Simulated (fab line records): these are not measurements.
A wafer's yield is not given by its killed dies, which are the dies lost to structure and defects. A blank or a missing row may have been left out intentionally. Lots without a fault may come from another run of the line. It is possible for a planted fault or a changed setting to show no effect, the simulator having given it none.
What tool caused it? :: flow gf180mcu :: 39 wafers from 13 lots sampled at 4 of the route's 602 steps

== WHAT THE GAUGES READ, wafer by wafer ==
GF_PASSIVATION_BOW_MEAS_14. Usual: PASSIVATION_BOW gives 133 um (standard deviation 10).
lot: L510
measured: day 29 04:38
on: film-metro-04
PASSIVATION_BOW (um): 116 119 126
flag: 

lot: L511
measured: day 29 13:36
on: film-metro-01
PASSIVATION_BOW (um): 152 149 143
flag: 

lot: L512
measured: day 29 17:17
on: film-metro-03
PASSIVATION_BOW (um): 144 139 138
flag: 

lot: L514
measured: day 30 12:19
on: film-metro-01
PASSIVATION_BOW (um): 133 133 140
flag: 

lot: L515
measured: day 30 19:59
on: film-metro-03
PASSIVATION_BOW (um): 146 136 142
flag: 

lot: L520
measured: day 32 02:08
on: film-metro-01
PASSIVATION_BOW (um): 152 152 154
flag: 

lot: L521
measured: day 32 11:31
on: film-metro-01
PASSIVATION_BOW (um): 123 118 125
flag: 

lot: L524
measured: day 33 05:44
on: film-metro-04
PASSIVATION_BOW (um): 134 139 129
flag: 

lot: L526
measured: day 33 16:43
on: film-metro-03
PASSIVATION_BOW (um): 139 133 131
flag: 

lot: L527
measured: day 33 19:41
on: film-metro-03
PASSIVATION_BOW (um): 131 128 125
flag: 

lot: L528
measured: day 34 04:16
on: film-metro-01
PASSIVATION_BOW (um): 131 129 120
flag: 

lot: L530
measured: day 34 12:49
on: film-metro-04
PASSIVATION_BOW (um): 134 139 125
flag: 

lot: L533
measured: day 35 01:34
on: film-metro-01
PASSIVATION_BOW (um): 122 117 129
flag: 

== TOOL THAT RAN EACH LOT (tool first, then ch and the chambers of the sampled wafers, then the start) ==
lot: L510
GF_V5_CVD_23: cvd-w-01 ch 0,1, day 27 09:41
GF_TOP_METAL_SPUTTER_00: pvd-sputter-02, day 27 10:16
GF_TOP_METAL_METAL_ETCH_16: rie-metal-02 ch 1, day 28 06:33

lot: L511
GF_V5_CVD_23: cvd-w-02 ch 0,1, day 27 18:49
GF_TOP_METAL_SPUTTER_00: pvd-sputter-04, day 27 19:22
GF_TOP_METAL_METAL_ETCH_16: rie-metal-01 ch 0,1, day 28 15:42

lot: L512
GF_V5_CVD_23: cvd-w-02 ch 0,1, day 27 22:50
GF_TOP_METAL_SPUTTER_00: pvd-sputter-04, day 27 23:27
GF_TOP_METAL_METAL_ETCH_16: rie-metal-01 ch 0,1, day 28 19:14

lot: L514
GF_V5_CVD_23: cvd-w-02 ch 0,1, day 28 18:16
GF_TOP_METAL_SPUTTER_00: pvd-sputter-02, day 28 19:05
GF_TOP_METAL_METAL_ETCH_16: rie-metal-01 ch 0,1, day 29 14:30

lot: L515
GF_V5_CVD_23: cvd-w-02 ch 0,1, day 29 02:34
GF_TOP_METAL_SPUTTER_00: pvd-sputter-02, day 29 03:10
GF_TOP_METAL_METAL_ETCH_16: rie-metal-03 ch 1, day 29 22:33

lot: L520
GF_V5_CVD_23: cvd-w-01 ch 0,1, day 30 11:16
GF_TOP_METAL_SPUTTER_00: pvd-sputter-03, day 30 11:51
GF_TOP_METAL_METAL_ETCH_16: rie-metal-01 ch 0,1, day 31 05:49

lot: L521
GF_V5_CVD_23: cvd-w-02 ch 0,1, day 30 22:05
GF_TOP_METAL_SPUTTER_00: pvd-sputter-02, day 30 22:40
GF_TOP_METAL_METAL_ETCH_16: rie-metal-01 ch 0,1, day 31 16:14

lot: L524
GF_V5_CVD_23: cvd-w-01 ch 0,1, day 31 19:18
GF_TOP_METAL_SPUTTER_00: pvd-sputter-04, day 31 19:53
GF_TOP_METAL_METAL_ETCH_16: rie-metal-03 ch 0, day 32 11:01

lot: L526
GF_V5_CVD_23: cvd-w-02 ch 0,1, day 32 02:56
GF_TOP_METAL_SPUTTER_00: pvd-sputter-02, day 32 06:01
GF_TOP_METAL_METAL_ETCH_16: rie-metal-01 ch 1, day 32 21:47

lot: L527
GF_V5_CVD_23: cvd-w-01 ch 0,1, day 32 07:03
GF_TOP_METAL_SPUTTER_00: pvd-sputter-02, day 32 07:54
GF_TOP_METAL_METAL_ETCH_16: rie-metal-03 ch 0,1, day 33 00:22

lot: L528
GF_V5_CVD_23: cvd-w-01 ch 0, day 32 16:08
GF_TOP_METAL_SPUTTER_00: pvd-sputter-02, day 32 16:43
GF_TOP_METAL_METAL_ETCH_16: rie-metal-03 ch 0, day 33 09:40

lot: L530
GF_V5_CVD_23: cvd-w-02 ch 0,1, day 33 00:55
GF_TOP_METAL_SPUTTER_00: pvd-sputter-03, day 33 01:35
GF_TOP_METAL_METAL_ETCH_16: rie-metal-02 ch 0,1, day 33 18:10

lot: L533
GF_V5_CVD_23: cvd-w-02 ch 0,1, day 33 16:10
GF_TOP_METAL_SPUTTER_00: pvd-sputter-02, day 33 16:46
GF_TOP_METAL_METAL_ETCH_16: rie-metal-03 ch 0,1, day 34 08:11
- GF_V5_CVD_23: deposits W, target thk 350 nm, time 104.9 s.
- GF_TOP_METAL_SPUTTER_00: material Ti, target thk 37.5 nm, time 150 s.
- GF_TOP_METAL_METAL_ETCH_16: etches the open film in Cl2/BCl3, stops on SiO2, target depth 1077.5 nm, time 179.6 s.

== AS READ BY THE TOOLS THEMSELVES (means over the sampled wafers that have a number; for cases with no such wafer, the mark the record gives instead) ==
GF_V5_CVD_23. Usual: heater-power-w 899 W, standard deviation 160.
lot: L510
tool: cvd-w-01
heater-power-w (W): 1076
flag: 

lot: L511
tool: cvd-w-02
heater-power-w (W): 756
flag: 

lot: L512
tool: cvd-w-02
heater-power-w (W): 756
flag: 

lot: L514
tool: cvd-w-02
heater-power-w (W): 766
flag: 

lot: L515
tool: cvd-w-02
heater-power-w (W): 758
flag: 

lot: L520
tool: cvd-w-01
heater-power-w (W): 1018
flag: 

lot: L521
tool: cvd-w-02
heater-power-w (W): 755
flag: 

lot: L524
tool: cvd-w-01
heater-power-w (W): 1011
flag: 

lot: L526
tool: cvd-w-02
heater-power-w (W): 764
flag: 

lot: L527
tool: cvd-w-01
heater-power-w (W): 1020
flag: 

lot: L528
tool: cvd-w-01
heater-power-w (W): 962
flag: 

lot: L530
tool: cvd-w-02
heater-power-w (W): 771
flag: 

lot: L533
tool: cvd-w-02
heater-power-w (W): 748
flag: 

GF_TOP_METAL_SPUTTER_00. Usual: throttle-valve-pct 30.6 %, standard deviation 1.3.
lot: L510
tool: pvd-sputter-02
throttle-valve-pct (%): 29.9
flag: 

lot: L511
tool: pvd-sputter-04
throttle-valve-pct (%): 31.2
flag: 

lot: L512
tool: pvd-sputter-04
throttle-valve-pct (%): 31.1
flag: 

lot: L514
tool: pvd-sputter-02
throttle-valve-pct (%): 31.7
flag: 

lot: L515
tool: pvd-sputter-02
throttle-valve-pct (%): 30.8
flag: 

lot: L520
tool: pvd-sputter-03
throttle-valve-pct (%): 30.9
flag: 

lot: L521
tool: pvd-sputter-02
throttle-valve-pct (%): 31.2
flag: 

lot: L524
tool: pvd-sputter-04
throttle-valve-pct (%): 30.0
flag: 

lot: L526
tool: pvd-sputter-02
throttle-valve-pct (%): 30.4
flag: 

lot: L527
tool: pvd-sputter-02
throttle-valve-pct (%): 31.4
flag: 

lot: L528
tool: pvd-sputter-02
throttle-valve-pct (%): 31.8
flag: 

lot: L530
tool: pvd-sputter-03
throttle-valve-pct (%): 30.1
flag: 

lot: L533
tool: pvd-sputter-02
throttle-valve-pct (%): 30.3
flag: 

GF_TOP_METAL_METAL_ETCH_16. Usual: chamber-pressure-mTorr 7.999 mTorr, standard deviation 0.0073; drypump-motor-current-A 6.0 A, standard deviation 0.35; oes-product-au 0.964 a.u., standard deviation 0.0066; throttle-valve-pct 28.260 %, standard deviation 0.011.
lot: L510
tool: rie-metal-02
chamber-pressure-mTorr (mTorr): 7.995
drypump-motor-current-A (A): 5.5
oes-product-au (a.u.): 0.962
throttle-valve-pct (%): 28.259
flag: 

lot: L511
tool: rie-metal-01
chamber-pressure-mTorr (mTorr): 8.006
drypump-motor-current-A (A): 6.1
oes-product-au (a.u.): 0.970
throttle-valve-pct (%): 28.253
flag: 

lot: L512
tool: rie-metal-01
chamber-pressure-mTorr (mTorr): 8.003
drypump-motor-current-A (A): 6.1
oes-product-au (a.u.): 0.969
throttle-valve-pct (%): 28.252
flag: 

lot: L514
tool: rie-metal-01
chamber-pressure-mTorr (mTorr): 8.005
drypump-motor-current-A (A): 6.1
oes-product-au (a.u.): 0.953
throttle-valve-pct (%): 28.275
flag: 

lot: L515
tool: rie-metal-03
chamber-pressure-mTorr (mTorr): 7.998
drypump-motor-current-A (A): 6.1
oes-product-au (a.u.): 0.965
throttle-valve-pct (%): 28.257
flag: 

lot: L520
tool: rie-metal-01
chamber-pressure-mTorr (mTorr): 7.997
drypump-motor-current-A (A): 6.1
oes-product-au (a.u.): 0.961
throttle-valve-pct (%): 28.263
flag: 

lot: L521
tool: rie-metal-01
chamber-pressure-mTorr (mTorr): 7.996
drypump-motor-current-A (A): 6.1
oes-product-au (a.u.): 0.967
throttle-valve-pct (%): 28.262
flag: 

lot: L524
tool: rie-metal-03
chamber-pressure-mTorr (mTorr): 7.999
drypump-motor-current-A (A): 6.3
oes-product-au (a.u.): 0.961
throttle-valve-pct (%): 28.259
flag: 

lot: L526
tool: rie-metal-01
chamber-pressure-mTorr (mTorr): 7.998
drypump-motor-current-A (A): 6.1
oes-product-au (a.u.): 0.957
throttle-valve-pct (%): 28.261
flag: 

lot: L527
tool: rie-metal-03
chamber-pressure-mTorr (mTorr): 8.000
drypump-motor-current-A (A): 6.2
oes-product-au (a.u.): 0.962
throttle-valve-pct (%): 28.265
flag: 

lot: L528
tool: rie-metal-03
chamber-pressure-mTorr (mTorr): 8.001
drypump-motor-current-A (A): 6.3
oes-product-au (a.u.): 0.960
throttle-valve-pct (%): 28.265
flag: 

lot: L530
tool: rie-metal-02
chamber-pressure-mTorr (mTorr): 7.997
drypump-motor-current-A (A): 5.3
oes-product-au (a.u.): 0.967
throttle-valve-pct (%): 28.251
flag: 

lot: L533
tool: rie-metal-03
chamber-pressure-mTorr (mTorr): 7.997
drypump-motor-current-A (A): 6.2
oes-product-au (a.u.): 0.959
throttle-valve-pct (%): 28.267
flag: 

== THE ANSWER, worked out from the rows above alone ==
Rule: a lot counts as off when the mean over its wafers that have a number is more than 3 standard deviations away from the usual mean. A lot without any number at a reading at which 4 lots or more have one is off too. Any other lot the step has rows for is counted as sound. After the gauges, taken in route order, come the tools' own readings; for these a lot's mean is taken, as printed above. At the first step where some lot is off, the reading lying furthest off is the one used; lots without a number count as furthest.
No lot is off on any of the readings shown, so nothing can be concluded from this.

== WHAT HAD BEEN PUT IN BY THE SIMULATOR ==
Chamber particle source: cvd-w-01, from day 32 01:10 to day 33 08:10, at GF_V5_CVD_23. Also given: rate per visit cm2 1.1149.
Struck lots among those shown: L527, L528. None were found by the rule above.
